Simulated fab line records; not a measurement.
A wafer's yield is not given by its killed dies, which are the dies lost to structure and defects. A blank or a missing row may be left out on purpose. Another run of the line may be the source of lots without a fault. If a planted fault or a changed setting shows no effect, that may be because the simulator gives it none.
The tool behind it: which one? ; flow sky130 ; Sampling: 12 lots, 36 wafers, 4 of 708 route steps

WHAT THE GAUGES READ, wafer by wafer
SKY_FIELD_ISO_THK_MEAS_04. Usual: for FIELD_ISO_CVD_03_THK the level is 164.4 nm and the standard deviation is 1.4.
lot;measured;on;FIELD_ISO_CVD_03_THK (nm);flag
L169;day 1 19:02;filmMetro-03;164.4 165.1 164.8;
L170;day 1 23:43;filmMetro-03;167.3 167.1 163.9;
L171;day 1 23:43;filmMetro-01;166.2 166.8 166.3;
L175;day 2 20:17;filmMetro-04;164.3 163.3 165.5;
L176;day 3 01:33;filmMetro-01;165.7 166.8 165.4;
L178;day 3 10:29;filmMetro-01;167.2 165.1 167.0;
L179;day 3 16:50;filmMetro-04;166.1 164.9 165.6;
L180;day 3 21:12;filmMetro-04;166.8 165.0 167.9;
L183;day 4 12:01;filmMetro-04;163.5 162.7 164.0;
L184;day 4 18:25;filmMetro-01;163.3 164.4 163.1;
L191;day 6 04:15;filmMetro-03;165.6 165.3 164.2;
L192;day 6 09:35;filmMetro-04;163.5 164.2 165.3;

SKY_VT_ADJUST_HVTP_TW_MEAS_11. Usual: for VT_ADJUST_HVTP_TW the level is 1360 and the standard deviation is 7.6.
lot;measured;on;VT_ADJUST_HVTP_TW;flag
L169;day 6 05:29;filmMetro-04;1373 1373 1374;
L170;day 6 11:17;filmMetro-02;1358 1353 1359;
L171;day 7 03:40;filmMetro-01;1358 1368 1365;
L175;day 7 21:52;filmMetro-01;1361 1354 1356;
L176;day 8 00:17;filmMetro-02;1357 1359 1362;
L178;day 8 15:44;filmMetro-01;1363 1368 1358;
L179;day 8 19:14;filmMetro-02;1356 1357 1358;
L180;day 8 23:32;filmMetro-01;1361 1368 1362;
L183;day 9 18:19;filmMetro-04;1357 1361 1362;
L184;day 10 03:38;filmMetro-04;1366 1359 1361;
L191;day 11 22:44;filmMetro-01;1311 1313 1309;OFF
L192;day 12 05:13;filmMetro-02;1329 1333 1333;OFF

EACH LOT AND THE TOOL THAT RAN IT (in order: tool; ch and the chambers of the sampled wafers; start)
lot;SKY_VT_ADJUST_HVTP_IMPLANT_09;SKY_VT_ADJUST_HVTP_STRIP_10
L169;implanter-04 ch 0, day 6 05:14;plasmaAsher-01 ch 0,1, day 6 05:23
L170;implanter-03 ch 0, day 6 11:02;plasmaAsher-03 ch 0,1, day 6 11:11
L171;implanter-03 ch 0, day 7 03:25;plasmaAsher-03 ch 0, day 7 03:34
L175;implanter-04 ch 0, day 7 21:37;plasmaAsher-03 ch 0,1, day 7 21:46
L176;implanter-03 ch 0, day 8 00:04;plasmaAsher-04 ch 0,1, day 8 00:12
L178;implanter-04 ch 0, day 8 15:29;plasmaAsher-01 ch 0,1, day 8 15:37
L179;implanter-04 ch 0, day 8 18:59;plasmaAsher-01 ch 0,1, day 8 19:08
L180;implanter-04 ch 0, day 8 23:17;plasmaAsher-03 ch 0,1, day 8 23:26
L183;implanter-02 ch 0, day 9 18:07;plasmaAsher-01 ch 0,1, day 9 18:14
L184;implanter-03 ch 0, day 10 03:23;plasmaAsher-03 ch 0,1, day 10 03:32
L191;implanter-04 ch 0, day 11 22:29;plasmaAsher-04 ch 0,1, day 11 22:37
L192;implanter-04 ch 0, day 12 05:01;plasmaAsher-03 ch 0,1, day 12 05:07
- SKY_VT_ADJUST_HVTP_IMPLANT_09
- SKY_VT_ADJUST_HVTP_STRIP_10: strips in O2/N2.

AS READ BY THE TOOLS THEMSELVES (means over the sampled wafers that have a number; for cases with no such wafer, the mark the record gives instead)
SKY_VT_ADJUST_HVTP_IMPLANT_09. Usual: 150.00 for beamEnergyKeV, sd 0.047.
lot;tool;beamEnergyKeV;flag
L169;implanter-04;150.04;
L170;implanter-03;149.98;
L171;implanter-03;150.02;
L175;implanter-04;150.03;
L176;implanter-03;150.00;
L178;implanter-04;149.98;
L179;implanter-04;149.96;
L180;implanter-04;150.01;
L183;implanter-02;149.99;
L184;implanter-03;150.00;
L191;implanter-04;134.88;OFF
L192;implanter-04;134.97;OFF

SKY_VT_ADJUST_HVTP_STRIP_10. Usual: drypumpMotorCurrentA 6.2 A, standard deviation 0.38; o2FlowSccm 3000 sccm, standard deviation 9.1; oesProductAu 0.716 a.u., standard deviation 0.0043; stripTimeToEndpointS 14.19 s, standard deviation 0.044.
lot;tool;drypumpMotorCurrentA (A);o2FlowSccm (sccm);oesProductAu (a.u.);stripTimeToEndpointS (s);flag
L169;plasmaAsher-01;6.6;3007;0.718;14.14;
L170;plasmaAsher-03;6.2;3005;0.715;14.18;
L171;plasmaAsher-03;5.6;3004;0.714;14.21;
L175;plasmaAsher-03;6.1;3000;0.714;14.20;
L176;plasmaAsher-04;6.2;3014;0.715;14.14;
L178;plasmaAsher-01;6.5;3001;0.711;14.19;
L179;plasmaAsher-01;6.5;2996;0.712;14.25;
L180;plasmaAsher-03;6.1;2999;0.713;14.19;
L183;plasmaAsher-01;6.6;2988;0.714;14.21;
L184;plasmaAsher-03;5.9;2991;0.717;14.24;
L191;plasmaAsher-04;6.0;3006;0.716;14.14;
L192;plasmaAsher-03;5.9;2990;0.716;14.14;

THE ANSWER, worked out from the rows above alone
Rule: lot off if the mean of its wafers having a number is beyond 3 standard deviations from the usual mean. A lot without any number at a reading at which 4 lots or more have one is off too. The other lots that the step has rows for count as sound. The gauges are gone through in route order, then the tools' own readings, and for those a lot's mean is taken as printed above. The first step at which some lot is off is used, and at that step the reading that is off furthest; a lot without a number counts as furthest.
Off: L191, L192, seen at SKY_VT_ADJUST_HVTP_TW_MEAS_11 (VT_ADJUST_HVTP_TW).
If a tool, at a process step before that reading, ran all the lots that are off and no sound lot after the first of them, it fits. The gauges at SKY_VT_ADJUST_HVTP_TW_MEAS_11 aren't tried: what is off there is off at SKY_VT_ADJUST_HVTP_IMPLANT_09 too, on other tools, and a gauge's error can't cause that. One fits: SKY_VT_ADJUST_HVTP_IMPLANT_09 on implanter-04. Its last sound lot is L180 (day 8 23:17), its first lot that is off L191 (day 11 22:29): a fault that began between those two fits.
On the lots that are off, the tool's own readings at SKY_VT_ADJUST_HVTP_IMPLANT_09 differ by more than 5 times the standard deviation of the sound lots' means, which bears it out; beamEnergyKeV reads 134.93 there versus 150.00 on the sound lots.

WHAT WAS PUT IN BY THE SIMULATOR
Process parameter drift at SKY_VT_ADJUST_HVTP_IMPLANT_09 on implanter-04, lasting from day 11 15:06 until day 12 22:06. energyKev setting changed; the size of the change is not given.
Struck lots among those shown: L191, L192. The rule above reached the same finding.
